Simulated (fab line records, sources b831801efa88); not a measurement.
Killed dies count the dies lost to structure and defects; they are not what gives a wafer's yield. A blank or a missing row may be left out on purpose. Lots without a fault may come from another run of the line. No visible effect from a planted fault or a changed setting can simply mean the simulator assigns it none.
A single fault, viewed from 2 desks + flow sfq_line + what lay behind the numbers comes last; until then each desk has only its own

## THE METROLOGY DESK
What the gauges read, lot by lot, whatever tool the lot ran on: means of the sampled wafers that have a number. If a lot's mean is further than 4 standard deviations from the usual mean, the lot is out of limits and carries the mark OUT (the distance appears in the brackets).
Columns: A = M7_NB_RS at SFQ_M7_RS_MEAS_943, usual 0.891 ohm/sq
| lot  | first seen here | A                |
|------|-----------------|------------------|
| L298 | day 65 13:13    | 0.901            |
| L299 | day 67 09:47    | 0.885            |
| L302 | day 73 04:50    | 0.897            |
| L304 | day 73 16:52    | 0.886            |
| L306 | day 73 21:40    | 0.905            |
| L308 | day 74 00:02    | 0.898            |
| L309 | day 74 04:54    | 0.889            |
| L310 | day 74 12:02    | 0.878            |
| L311 | day 74 13:35    | 0.893            |
| L312 | day 74 14:28    | 0.908            |
| L313 | day 74 15:51    | 0.833 (-4.8) OUT |
| L316 | day 75 04:50    | 0.850            |
| L317 | day 75 06:38    | 0.908            |
| L321 | day 75 13:17    | 0.900            |
Per this desk, out of limits: L313; the first was L313, day 74 15:51 (M7_NB_RS at SFQ_M7_RS_MEAS_943). L298, L299, L302, L304, L306, L308, L309, L310, L311, L312, L316, L317, L321: within limits.

## FOR THE TOOL OWNER'S DESK: pvd_sputter-04
The tool's own readings at SFQ_TRILAYER_M7_DEP_SPUTTER_175 (material Nb, target thk 200 nm, time 133.3 s): means of the sampled wafers that have a number, for each lot that ran on this tool. If a lot's mean is further than 4 standard deviations from the usual mean, the lot is out of limits and carries the mark OUT (the distance appears in the brackets).
Columns: A = throttle_valve_pct at SFQ_TRILAYER_M7_DEP_SPUTTER_175, usual 30.0 %
| lot  | first seen here | A    |
|------|-----------------|------|
| L302 | day 73 04:45    | 30.5 |
| L304 | day 73 16:45    | 30.8 |
| L308 | day 73 23:57    | 30.6 |
| L309 | day 74 04:45    | 30.7 |
| L310 | day 74 11:57    | 30.1 |
| L313 | day 74 15:43    | 31.4 |
| L316 | day 75 04:45    | 30.9 |
Finding of this desk: none of the 7 lots has anything out of limits.

## ALL TOGETHER
The metrology desk could have raised an alarm at day 74 15:51, on L313.
Nothing out of limits was seen by the tool owner's desk.
On record at the tool owner's desk: L313, within its limits.
The lots listed all ran SFQ_TRILAYER_M7_DEP_SPUTTER_175 on pvd_sputter-04.

## WHAT THE SIMULATOR PUT IN
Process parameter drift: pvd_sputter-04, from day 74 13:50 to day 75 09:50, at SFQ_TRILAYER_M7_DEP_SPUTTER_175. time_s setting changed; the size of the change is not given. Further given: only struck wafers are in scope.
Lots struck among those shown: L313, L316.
Hours from the fault's start to each desk's first reading out of limits: the metrology desk, 2.
